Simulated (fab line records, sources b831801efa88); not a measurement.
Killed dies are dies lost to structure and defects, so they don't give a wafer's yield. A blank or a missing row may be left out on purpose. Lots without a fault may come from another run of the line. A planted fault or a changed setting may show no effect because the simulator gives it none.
A struck lot beside a sound one | flow gf180mcu | 19 steps out of a route of 602
Sound: wafers L562.1, L562.2, L562.3. Struck: wafers L571.2, L571.6. The cause comes at the end.
At each step with rows: each side's tool, then ch and its chambers, then its first start. Under that, the readings that differ: sound wafers | struck wafers | difference of the means | sigmas: that difference in standard deviations of wafers without a fault.
alike: readings whose means differ by less than 2 such deviations, and words and numbers that are the same on both sides. not compared: withheld readings, readings that some wafer has no value for, bounds like >300 that may hide the same value, and numbers for which the record gives no deviation and whose values overlap.
The two part at a step that has a row with sigmas, a row that says differs or no value, or rows on one side only. Numbers that don't overlap but have no deviation are shown without sigmas and don't part them. A reading that every wafer of one side lacks parts them only if that side has two wafers or more.

first, 1 step without rows for these wafers: GF_STI_DEVELOP_11 (develop time 60 s).
GF_STI_CD_MEAS_12: target cd 220 nm.
  sound on cd_sem-01, day 2 00:50; struck on cd_sem-02, day 3 22:55
  alike: cd_nm
GF_STI_ETCH_13: etches the open film in CHF3/O2, stops on Si, target depth 282.31 nm, time 112.9 s.
  sound on rie_diel-01 ch 0,2,3, day 2 00:58; struck on rie_diel-01 ch 1,3, day 3 23:01
  alike: drypump_motor_current_A, oes_product_au, throttle_valve_pct
  not compared: rf_hours_counter_h
GF_STI_ETCH_14: etches Si in HBr/Cl2/O2, target depth 360 nm, time 102.9 s.
  sound on rie_si-02 ch 0,1,3, day 2 01:02; struck on rie_si-02 ch 0, day 3 23:06
  alike: drypump_motor_current_A, mfc_cl2_sccm, oes_product_au, throttle_valve_pct
  not compared: rf_hours_counter_h
GF_STI_STRIP_15: strips in O2/N2.
  sound on plasma_asher-03 ch 0,1, day 2 01:07; struck on plasma_asher-04 ch 0,1, day 3 23:10
  alike: drypump_motor_current_A, heater_power_w, oes_product_au, strip_time_to_endpoint_s
  not compared: rf_hours_counter_h
then, 6 steps without rows for these wafers: GF_STI_CLEAN_16 (cleans in dHF, time 25 s); GF_STI_WET_ETCH_17 (etches Si3N4 in H3PO4, target depth 45 nm, time 514 s); GF_STI_CLEAN_18 (cleans in SC1/SC2, time 150 s); GF_STI_CLEAN_19 (cleans in dHF, time 20 s); GF_STI_WET_ETCH_20 (etches SiO2 in dHF, target depth 20 nm, time 400 s); GF_STI_OXIDATION_21 (stabilise 600 s, purge 300 s, target thk 15 nm).
GF_STI_THK_MEAS_22:
  sound on film_metro-04, day 2 03:35; struck on film_metro-01, day 4 00:46
  alike: STI_OXIDATION_01_THK
GF_STI_CVD_23: deposits SiO2, target thk 650 nm, time 108.3 s.
  sound on hdpcvd-02 ch 0,1,2, day 2 03:39; struck on hdpcvd-01 ch 0,1, day 4 00:49
  reading                              | sound           | struck      | difference | sigmas
  model.SiO2_of_STI_CVD_23.thk_nm (nm) | 656.2 658.1 662 | 476.3 476.4 | -182.4     |
GF_STI_THK_MEAS_24:
  sound on film_metro-01, day 2 03:44; struck on film_metro-02, day 4 00:54
  reading             | sound       | struck  | difference | sigmas
  STI_CVD_23_THK (nm) | 656 658 662 | 476 476 | -183       | -31
GF_STI_CMP_25: polishes, stops on Si3N4, t overpolish 33 s, target thk 524.6 nm.
  sound on cmp-02 ch 0,2,3, day 2 03:47; struck on cmp-02 ch 2, day 4 00:57
  reading                | sound       | struck | difference | sigmas
  time_to_endpoint_s (s) | 122 123 125 | 86 86  | -37        | -10
  alike: motor_current_A, slurry_flow_ml_min
then, 2 steps without rows for these wafers: GF_STI_WET_ETCH_26 (etches SiO2 in dHF, target depth 94 nm, time 188 s); GF_STI_WET_ETCH_27 (etches Si3N4 in H3PO4, target depth 160 nm, time 1825 s).
GF_STI_WET_ETCH_28: etches SiO2 in dHF, target depth 20 nm, time 40 s.
  sound on wet_bench-04 ch 0, day 2 04:40; struck on wet_bench-02 ch 3, day 4 01:49
  reading                              | sound             | struck      | difference | sigmas
  model.SiO2_of_STI_CVD_23.thk_nm (nm) | 404.3 403.7 404.7 | 354.4 354.4 | -49.8      |
then, 1 step without rows for these wafers: GF_STI_OXIDATION_29 (stabilise 600 s, purge 300 s, target thk 10 nm).

WHERE THEY PART
First at GF_STI_THK_MEAS_24; last, within this record, at GF_STI_CMP_25.

WHY: what the simulator had put in
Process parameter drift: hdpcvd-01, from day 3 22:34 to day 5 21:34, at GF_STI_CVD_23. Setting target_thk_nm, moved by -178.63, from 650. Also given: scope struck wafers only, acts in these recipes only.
